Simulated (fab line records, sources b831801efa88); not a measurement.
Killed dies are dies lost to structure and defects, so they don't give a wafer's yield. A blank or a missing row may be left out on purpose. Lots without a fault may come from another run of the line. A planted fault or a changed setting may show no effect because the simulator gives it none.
Split-lot experiment | flow sky130 | 5 lots, 23 wafers read, on a route of 708 steps

THE SPLIT
At SKY_METAL1_SPUTTER_03 (material Ti, target thk 5 nm, time 3.3 s), the setting time_s was moved away from the recipe's 3.3 s on 5 of the 23 wafers read, by -14.6% to -11.6%. The other wafers ran this setting at the recipe's value.

The reading is taken at the split's own step.

THE READING
Ti_of_METAL1_SPUTTER_03.thk_nm (the simulator's own value, which no gauge read), in nm, at SKY_METAL1_SPUTTER_03 (material Ti, target thk 5 nm, time 3.3 s). The file gives no usual value for it. The 18 wafers here that ran the recipe average 5.009 nm, standard deviation 0.15 nm.

wafer  | tool, chamber at the split | time_s as run, s | against the recipe | Ti_of_METAL1_SPUTTER_03.thk_nm, nm | against lot-mates on the recipe
L074.1 | pvd_sputter-02, -          | 3.3              | recipe             | 5.069                              | -
L074.2 | pvd_sputter-02, -          | 3.3              | recipe             | 5.071                              | -
L074.5 | pvd_sputter-02, -          | 3.3              | recipe             | 4.996                              | -
L077.2 | pvd_sputter-04, -          | 2.916            | -11.6%             | 4.444                              | -0.474
L077.3 | pvd_sputter-04, -          | 2.916            | -11.6%             | 4.314                              | -0.604
L077.4 | pvd_sputter-04, -          | 3.3              | recipe             | 4.917                              | -
L077.5 | pvd_sputter-04, -          | 3.3              | recipe             | 4.92                               | -
L077.6 | pvd_sputter-04, -          | 2.916            | -11.6%             | 4.397                              | -0.521
L078.1 | pvd_sputter-02, -          | 2.817            | -14.6%             | 4.483                              | -0.731
L078.3 | pvd_sputter-02, -          | 2.817            | -14.6%             | 4.481                              | -0.733
L078.4 | pvd_sputter-02, -          | 3.3              | recipe             | 5.319                              | -
L078.5 | pvd_sputter-02, -          | 3.3              | recipe             | 5.113                              | -
L078.6 | pvd_sputter-02, -          | 3.3              | recipe             | 5.209                              | -
L080.1 | pvd_sputter-02, -          | 3.3              | recipe             | 5.102                              | -
L080.2 | pvd_sputter-02, -          | 3.3              | recipe             | 5.155                              | -
L080.3 | pvd_sputter-02, -          | 3.3              | recipe             | 4.992                              | -
L080.5 | pvd_sputter-02, -          | 3.3              | recipe             | 5.096                              | -
L080.6 | pvd_sputter-02, -          | 3.3              | recipe             | 5.078                              | -
L084.1 | pvd_sputter-03, -          | 3.3              | recipe             | 4.8                                | -
L084.2 | pvd_sputter-03, -          | 3.3              | recipe             | 4.951                              | -
L084.3 | pvd_sputter-03, -          | 3.3              | recipe             | 4.895                              | -
L084.4 | pvd_sputter-03, -          | 3.3              | recipe             | 4.696                              | -
L084.6 | pvd_sputter-03, -          | 3.3              | recipe             | 4.782                              | -

THE FIT
A straight line over all 23 wafers: Ti_of_METAL1_SPUTTER_03.thk_nm changes by +0.0443 nm for each +1% of time_s; r = +0.85; the points scatter about the line by 0.15 nm.
The same after taking each lot's own level away (the mean of its wafers on the recipe; 23 wafers): +0.048 nm for each +1%; r = +0.97; scatter 0.066 nm.
On that fit, the largest move of time_s shifts the reading by 0.7 nm.
The lots' own levels span 4.8248 to 5.2137 nm, that is 2.5 times the standard deviation above.
So the lot-to-lot level changes the slope little: the two slopes agree.
Check: with one of the wafers moved furthest among these (-14.6%) left out of the fit, the line predicts -0.692 nm for it against its lot-mates. It came out at -0.731 nm against them.

OTHER SPLITS ON THESE WAFERS
These wafers also went through other splits before the reading. Each is held against what the fit with the lots' levels taken away leaves over:
other split on the same wafers    | wafers away from the commonest value | r with Ti_of_METAL1_SPUTTER_03.thk_nm (lot level and that fit taken away)
SKY_CONTACT_DEVELOP_13 dev_temp_c | 5                                    | -0.32

THE FILE'S OWN FIT
Ti_of_METAL1_SPUTTER_03.thk_nm changes by +0.0484 nm for each +1% of time_s, r = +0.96.
